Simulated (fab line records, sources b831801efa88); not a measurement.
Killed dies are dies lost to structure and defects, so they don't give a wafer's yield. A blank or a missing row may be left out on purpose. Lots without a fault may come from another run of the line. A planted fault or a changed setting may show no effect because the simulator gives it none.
Which tool did it? | flow sky130 | 10 lots, 30 wafers sampled, at 5 steps of a route of 708

WHAT THE GAUGES READ, wafer by wafer
SKY_VIA3_RS_MEAS_22: measures by four-point-probe.
lot  | measured     | on            | VIA3_W_RS (ohm/sq)
L816 | day 39 19:11 | film_metro-02 | 0.297 0.295 0.292
L819 | day 40 09:30 | film_metro-03 | 0.291 0.301 0.296
L820 | day 41 06:55 | film_metro-04 | 0.289 0.300 0.301
L821 | day 41 13:11 | film_metro-04 | 0.303 0.297 0.301
L825 | day 42 13:49 | film_metro-02 | 0.286 0.299 0.285
L828 | day 43 06:34 | film_metro-02 | 0.256 0.292 0.294
L829 | day 43 18:24 | film_metro-04 | 0.255 0.291 0.294
L833 | day 44 15:35 | film_metro-03 | 0.294 0.300 0.296
L836 | day 45 10:52 | film_metro-02 | 0.298 0.294 0.303
L837 | day 45 16:35 | film_metro-03 | 0.294 0.292 0.294

SKY_VIA3_THK_MEAS_23: measures by xrf.
lot  | measured     | on            | VIA3_W_THK (nm)
L816 | day 39 19:18 | film_metro-02 | 370 374 378
L819 | day 40 09:37 | film_metro-03 | 382 374 378
L820 | day 41 07:02 | film_metro-04 | 382 368 368
L821 | day 41 13:18 | film_metro-04 | 363 371 369
L825 | day 42 13:56 | film_metro-02 | 388 372 387
L828 | day 43 06:41 | film_metro-02 | 430 382 377
L829 | day 43 18:31 | film_metro-04 | 432 383 378
L833 | day 44 15:40 | film_metro-03 | 378 372 381
L836 | day 45 10:59 | film_metro-02 | 366 372 360
L837 | day 45 16:41 | film_metro-03 | 382 383 379

WHICH TOOL RAN EACH LOT (tool, then ch and the chambers of the sampled wafers, then the start)
lot  | SKY_METAL3_SPUTTER_00        | SKY_VIA3_STRIP_16                    | SKY_VIA3_CVD_21
L816 | pvd_sputter-03, day 36 11:16 | plasma_asher-01 ch 0, day 39 18:20   | cvd_w-01 ch 0,1, day 39 19:03
L819 | pvd_sputter-03, day 37 01:23 | plasma_asher-03 ch 0,1, day 40 08:44 | cvd_w-01 ch 0,1, day 40 09:23
L820 | pvd_sputter-01, day 38 00:37 | plasma_asher-04 ch 0,1, day 41 06:08 | cvd_w-02 ch 0,1, day 41 06:47
L821 | pvd_sputter-01, day 38 06:43 | plasma_asher-03 ch 0,1, day 41 12:23 | cvd_w-02 ch 0,1, day 41 13:02
L825 | pvd_sputter-03, day 39 07:57 | plasma_asher-04 ch 0,1, day 42 13:02 | cvd_w-01 ch 0,1, day 42 13:41
L828 | pvd_sputter-01, day 40 03:14 | plasma_asher-01 ch 0,1, day 43 05:41 | cvd_w-01 ch 1, day 43 06:20
L829 | pvd_sputter-01, day 40 16:13 | plasma_asher-04 ch 0,1, day 43 17:38 | cvd_w-01 ch 0,1, day 43 18:17
L833 | pvd_sputter-01, day 41 14:49 | plasma_asher-01 ch 0,1, day 44 14:46 | cvd_w-02 ch 0,1, day 44 15:26
L836 | pvd_sputter-01, day 42 09:34 | plasma_asher-04 ch 0,1, day 45 10:05 | cvd_w-02 ch 0,1, day 45 10:44
L837 | pvd_sputter-03, day 42 17:13 | plasma_asher-03 ch 0,1, day 45 15:49 | cvd_w-02 ch 0,1, day 45 16:28
- SKY_METAL3_SPUTTER_00: material Ti, target thk 15 nm, time 10 s.
- SKY_VIA3_STRIP_16: strips in O2/N2.
- SKY_VIA3_CVD_21: deposits W, target thk 390 nm, time 117.31 s.

WHAT THE TOOLS THEMSELVES READ (means of the sampled wafers that have a number; where no wafer has one, the mark that the record gives instead)
SKY_METAL3_SPUTTER_00.
lot  | tool           | throttle_valve_pct (%)
L816 | pvd_sputter-03 | 29.6
L819 | pvd_sputter-03 | 30.2
L820 | pvd_sputter-01 | 29.3
L821 | pvd_sputter-01 | 29.6
L825 | pvd_sputter-03 | 29.7
L828 | pvd_sputter-01 | 29.8
L829 | pvd_sputter-01 | 29.2
L833 | pvd_sputter-01 | 30.3
L836 | pvd_sputter-01 | 30.0
L837 | pvd_sputter-03 | 30.4

SKY_VIA3_STRIP_16.
lot  | tool            | drypump_motor_current_A (A) | oes_product_au (a.u.) | strip_time_to_endpoint_s (s)
L816 | plasma_asher-01 | 6.6                         | 0.403                 | 4.17
L819 | plasma_asher-03 | 6.1                         | 0.406                 | 4.15
L820 | plasma_asher-04 | 5.3                         | 0.401                 | 4.11
L821 | plasma_asher-03 | 5.7                         | 0.402                 | 4.13
L825 | plasma_asher-04 | 5.3                         | 0.402                 | 4.14
L828 | plasma_asher-01 | 5.8                         | 0.402                 | 4.09
L829 | plasma_asher-04 | 5.3                         | 0.402                 | 4.16
L833 | plasma_asher-01 | 5.8                         | 0.405                 | 4.11
L836 | plasma_asher-04 | 5.3                         | 0.398                 | 4.18
L837 | plasma_asher-03 | 6.1                         | 0.407                 | 4.14

SKY_VIA3_CVD_21.
lot  | tool     | heater_power_w (W)
L816 | cvd_w-01 | 793
L819 | cvd_w-01 | 808
L820 | cvd_w-02 | 948
L821 | cvd_w-02 | 951
L825 | cvd_w-01 | 808
L828 | cvd_w-01 | 803
L829 | cvd_w-01 | 813
L833 | cvd_w-02 | 875
L836 | cvd_w-02 | 948
L837 | cvd_w-02 | 950

THE ANSWER, worked out from the rows above alone
Rule: what is usual is taken from the lots themselves. Put in order of their means at a reading, lots are off if they are a third of the lots or fewer, leave a main group of 4 or more, and stand apart from it by a gap of 3 or more times the standard deviation of the main group's means; of several such gaps the widest counts. A main group whose means are all the same, to the digits that the tables above print for the reading, isn't used. A lot without any number at a reading at which 4 lots or more have one is off too. The other lots that the step has rows for count as sound. The gauges are gone through in route order, then the tools' own readings, and for those a lot's mean is taken as printed above. The first step at which some lot is off is used, and at that step the reading that is off furthest; a lot without a number counts as furthest.
Off: L828, L829, at SKY_VIA3_RS_MEAS_22 (VIA3_W_RS). The main group: mean 0.296 ohm/sq, standard deviation 0.0029.
A tool fits if, at a process step before that reading, it ran every lot that is off, and no sound lot after the first of them. The gauges at SKY_VIA3_RS_MEAS_22 are tried like those tools. One fits: cvd_w-01 at SKY_VIA3_CVD_21. Its last sound lot is L825 (day 42 13:41), its first lot that is off L828 (day 43 06:20): a fault that began between those two fits.

WHAT THE SIMULATOR HAD PUT IN
Process parameter drift: cvd_w-01, from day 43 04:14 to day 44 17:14, at SKY_VIA3_CVD_21. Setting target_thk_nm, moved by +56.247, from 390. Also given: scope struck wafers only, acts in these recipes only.
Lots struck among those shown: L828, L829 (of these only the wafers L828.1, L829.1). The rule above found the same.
